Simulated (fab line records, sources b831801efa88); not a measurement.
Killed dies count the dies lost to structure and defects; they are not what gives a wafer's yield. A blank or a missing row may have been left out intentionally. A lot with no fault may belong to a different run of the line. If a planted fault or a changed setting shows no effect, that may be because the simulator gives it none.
Struck lot and sound lot, side by side / flow sky130 / 15 steps out of a route of 708
Sound: these wafers, L985.1, L985.4, L985.5. The struck wafers were L989.1, L989.3, L989.5. At the end, the cause is stated.
At each step with rows: each side's tool, then ch and its chambers, then its first start. Under that, the readings that differ: sound wafers / struck wafers / difference of the means / sigmas: that difference in standard deviations of wafers without a fault.
alike: readings with means less than 2 such deviations apart, plus words and numbers identical on both sides. not compared: withheld readings, readings lacking a value on some wafer, bounds such as >300 that could conceal the same value, and numbers that have no deviation in the record and whose values overlap.
The two part at a step that has a row with sigmas, a row that says differs or no value, or rows on one side only. When numbers do not overlap yet have no deviation, they are printed without sigmas and do not part them. Lack of a reading on every wafer of one side parts them only where that side has two or more wafers.

first, 6 steps without rows for these wafers: SKY_GATE_OXIDE_HMDS_04 (prime time 60 s); SKY_GATE_OXIDE_COAT_05 (resist thk 1140 nm); SKY_GATE_OXIDE_SOFTBAKE_06 (time 60 s); SKY_GATE_OXIDE_EXPOSE_07 (exposes mask LVOM, target cd 600 nm); SKY_GATE_OXIDE_PEB_08; SKY_GATE_OXIDE_DEVELOP_09 (develop time 60 s).
SKY_GATE_OXIDE_OVL_MEAS_10:
  sound on overlay-01 at day 17 16:47; struck on overlay-02 at day 20 08:31
  alike: GATE_OXIDE_OVL
then, 2 steps without rows for these wafers: SKY_GATE_OXIDE_IMPLANT_11; SKY_GATE_OXIDE_WET_ETCH_12 (etches SiO2 in dHF, target depth 16.8 nm, time 336 s).
SKY_GATE_OXIDE_STRIP_13: strips in O2/N2.
  sound on plasmaAsher-02 ch 0, day 17 17:05; struck on plasmaAsher-01 ch 0,1, day 20 08:49
  alike: drypumpMotorCurrentA, oesProductAu, stripTimeToEndpointS
  not compared: rfHoursCounterH
SKY_GATE_OXIDE_TW_MEAS_14:
  sound on filmMetro-02 at day 17 17:11; struck on filmMetro-02 at day 20 08:55
  alike: GATE_OXIDE_TW
then, 1 step without rows for these wafers: SKY_GATE_OXIDE_CLEAN_15 (cleans in SC1/SC2, time 150 s).
SKY_GATE_OXIDE_OXIDATION_16: stabilise 600 s, purge 300 s, target thk 3.57 nm.
  sound on furnace-01 ch 0, day 17 17:17; struck on furnace-01 ch 0, day 20 09:40
reading=spikeTcCentreC (C); sound=800.4 800.0 799.9; struck=789.4 789.5 789.3; difference=-10.7; sigmas=-6
reading=spikeTcLowerC (C); sound=800.1 801.3 800.6; struck=789.5 789.7 790.2; difference=-10.9; sigmas=-11
reading=spikeTcUpperC (C); sound=799.3 799.1 801.5; struck=790.3 790.2 790.4; difference=-9.7; sigmas=-8
reading=tubeCenterTempC (C); sound=799.98 799.97 799.95; struck=789.68 789.55 789.52; difference=-10.38; sigmas=-99 or more
reading=tube_center_temp_C_max; sound=801.7 801.9 801.8; struck=791.4 791.1 791.6; difference=-10.4; sigmas=-30
  alike: zonePowerCentrePct
then, 1 step without rows for these wafers: SKY_POLY_GATE_CVD_00 (deposits poly-Si, target thk 180 nm, time 720 s).
-- record jumps: 30 days separate the struck wafers' starts on either side; left off in module POLY_GATE, taken up again in module PAD_OPEN, whose first shown step is the route's number 708 --
SKY_PAD_OPEN_PROBE_99:
  sound on prober-01 at day 48 14:16; struck on prober-02 at day 50 05:56
reading=model.etest.nfet_01v8_lvt.driveUaUm; sound=549.4 552.3 558.9; struck=585.1 593.8 570.7; difference=+29.7; sigmas=
reading=model.etest.nfet_01v8_swapped.driveUaUm; sound=479.9 485.5 489.3; struck=508.4 520.5 502.7; difference=+25.6; sigmas=
reading=model.etest.nfet_01v8_turned.driveUaUm; sound=478.4 483.1 490.4; struck=513.4 524.9 496.9; difference=+27.8; sigmas=
reading=model.etest.nfet_01v8.driveUaUm; sound=479 485.9 485.1; struck=508.5 518.9 498.6; difference=+25.3; sigmas=
reading=model.etest.capThinOxide.gateLog10ACm2; sound=-7.677 -7.468 -7.414; struck=-6.81 -6.732 -6.835; difference=+0.73; sigmas=
reading=model.etest.capThinOxide.toxAccNm (nm); sound=4.47 4.415 4.379; struck=4.232 4.242 4.263; difference=-0.176; sigmas=
reading=model.etest.pfet_01v8.toxInvNm (nm); sound=4.535 4.481 4.448; struck=4.304 4.285 4.316; difference=-0.186; sigmas=
  alike: killed_at_M0_to_M3, killed_at_M4_up, killedAtContacts, killedAtFrontEnd, killedAtOther, killedDies, killedOpen, killedShort
  not compared: model.etest.capThinOxide.gateBvV

WHERE THEY PART
At SKY_GATE_OXIDE_OXIDATION_16 and nowhere else, as far as this record goes. Later steps at which nothing parts them and some readings are alike: SKY_PAD_OPEN_PROBE_99.

WHY: what the simulator had put in
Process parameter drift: furnace-01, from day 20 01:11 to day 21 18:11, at SKY_GATE_OXIDE_OXIDATION_16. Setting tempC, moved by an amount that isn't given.
